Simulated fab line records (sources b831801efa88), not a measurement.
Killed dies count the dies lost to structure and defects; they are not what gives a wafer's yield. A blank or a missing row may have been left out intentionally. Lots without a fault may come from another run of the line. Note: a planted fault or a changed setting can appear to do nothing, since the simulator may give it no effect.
2 desks looking at one fault / flow gf180mcu / every desk sees just its own numbers, and what lay behind them comes last

DESK OF THE TOOL OWNER: implanter-03
GF_VT_IMPLANT_IMPLANT_19, tool's own readings: per-lot mean of the sampled wafers with a number, covering each lot this tool ran. Marked OUT: a lot whose mean sits more than 4 standard deviations from the usual mean, which makes it out of limits; the brackets give that distance.
Columns: A = dose_ions_cm2 at GF_VT_IMPLANT_IMPLANT_19, usual 4.35e+12; B = faraday_current_uA at GF_VT_IMPLANT_IMPLANT_19, usual 24.5
lot=L979; first seen here=day 6 13:47; A=4.35e+12; B=24.7
lot=L985; first seen here=day 8 01:07; A=4.35e+12; B=24.5
lot=L986; first seen here=day 8 09:18; A=4.35e+12; B=24.2
lot=L988; first seen here=day 8 19:55; A=4.35e+12; B=24.4
lot=L996; first seen here=day 11 06:15; A=3.15e+12 (-99 or more) OUT; B=17.7 (-15) OUT
lot=L997; first seen here=day 11 07:17; A=3.15e+12 (-99 or more) OUT; B=17.5 (-16) OUT
This desk's finding: out of limits on L996, L997; first on L996, day 11 06:15 (dose_ions_cm2 at GF_VT_IMPLANT_IMPLANT_19). Within limits: L979, L985, L986, L988.

METROLOGY DESK
Lot by lot, what the gauges showed, no matter which tool ran the lot: averages of those sampled wafers that carry a number. Marked OUT: a lot whose mean sits more than 4 standard deviations from the usual mean, which makes it out of limits; the brackets give that distance.
Columns: A = VT_IMPLANT_2_TW at GF_VT_IMPLANT_TW_MEAS_21, usual 1214; B = SAB_OVL at GF_SAB_OVL_MEAS_10, usual -0.6 nm
lot=L979; first seen here=day 6 14:02; A=1229; B=-1.3
lot=L980; first seen here=day 6 19:28; A=1208; B=-2.0
lot=L981; first seen here=day 7 01:26; A=1210; B=-0.3
lot=L984; first seen here=day 7 22:47; A=1218; B=-0.2
lot=L985; first seen here=day 8 01:20; A=1205; B=-0.9
lot=L986; first seen here=day 8 09:31; A=1205; B=-0.2
lot=L988; first seen here=day 8 20:08; A=1205; B=-0.5
lot=L989; first seen here=day 9 02:22; A=1211; B=-1.8
lot=L996; first seen here=day 11 06:30; A=1093 (-16) OUT; B=-0.6
lot=L997; first seen here=day 11 07:31; A=1098 (-16) OUT; B=1.1
lot=L998; first seen here=day 11 12:23; A=1212; B=-0.4
lot=L999; first seen here=day 11 19:08; A=1216; B=0.7
lot=L100; first seen here=day 12 02:55; A=1205; B=-1.5
This desk finds L996, L997 out of limits, with the earliest case on L996 at day 11 06:30 (VT_IMPLANT_2_TW at GF_VT_IMPLANT_TW_MEAS_21). Within limits: L979, L980, L981, L984, L985, L986, L988, L989, L998, L999, L100.

ALL TOGETHER
At day 11 06:15, on L996, L997, the tool owner's desk was in a position to raise an alarm.
Metrology desk: alarm possible at day 11 06:30 on L996, L997.
The lots listed all ran GF_VT_IMPLANT_IMPLANT_19 on implanter-03.

WHAT THE SIMULATOR PUT IN
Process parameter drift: implanter-03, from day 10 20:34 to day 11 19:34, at GF_VT_IMPLANT_IMPLANT_19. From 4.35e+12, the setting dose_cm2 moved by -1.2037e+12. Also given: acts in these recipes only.
Lots struck among those shown: L996, L997.
Delay (hours) between the fault's onset and each desk's first out-of-limits reading: 10 at the tool owner's desk, 10 at the metrology desk.
